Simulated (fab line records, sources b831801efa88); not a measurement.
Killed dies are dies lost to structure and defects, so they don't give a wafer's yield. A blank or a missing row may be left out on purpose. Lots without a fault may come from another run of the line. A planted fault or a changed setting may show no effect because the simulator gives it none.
Chamber matching | flow sky130 | SKY_FIELD_ISO_CMP_27 on cmp-02: 4 sister chambers
The step polishes, stops on Si3N4, t overpolish 16 s, target thk 457.8 nm. 4 wafers are shown with their chamber, then 7 later ones without.

WAFERS WITH THEIR CHAMBER
wafer  | chamber | motor_current_A (A)
L598.4 | 2       | 14.6
L598.6 | 1       | 11.8
L614.1 | 3       | 13.6
L614.3 | 0       | 11.0

WAFERS WITHOUT THEIR CHAMBER
wafer  | motor_current_A (A)
L614.6 | 11.7
L615.1 | 14.2
L615.3 | 11.4
L615.4 | 13.5
L616.1 | 14.6
L616.3 | 11.9
L616.4 | 13.3

WHICH CHAMBER EACH WENT THROUGH
wafer  | from the rows above     | in truth
L614.6 | 1                       | 1
L615.1 | can't be placed: 2 or 3 | 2
L615.3 | can't be placed: 0 or 1 | 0
L615.4 | 3                       | 3
L616.1 | 2                       | 2
L616.3 | 1                       | 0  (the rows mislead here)
L616.4 | 3                       | 3
Placed correctly: 4 of 7. Can't be placed from these rows: 2 (the true chamber is among the candidates in 2). Placed wrongly: 1.
How it was worked out, from the rows above alone: a wafer's distance from a chamber is the root of the sum, over the readings, of the square of ((its reading less the chamber's mean) divided by the reading's scatter). The wafer belongs to the nearest chamber; if the next one is less than 2 further off, it can't be placed. A chamber's mean is the mean of its shown wafers. The scatter: with one shown wafer a chamber, the root of the mean of the squares of how far each hidden wafer lies from its nearest shown one.
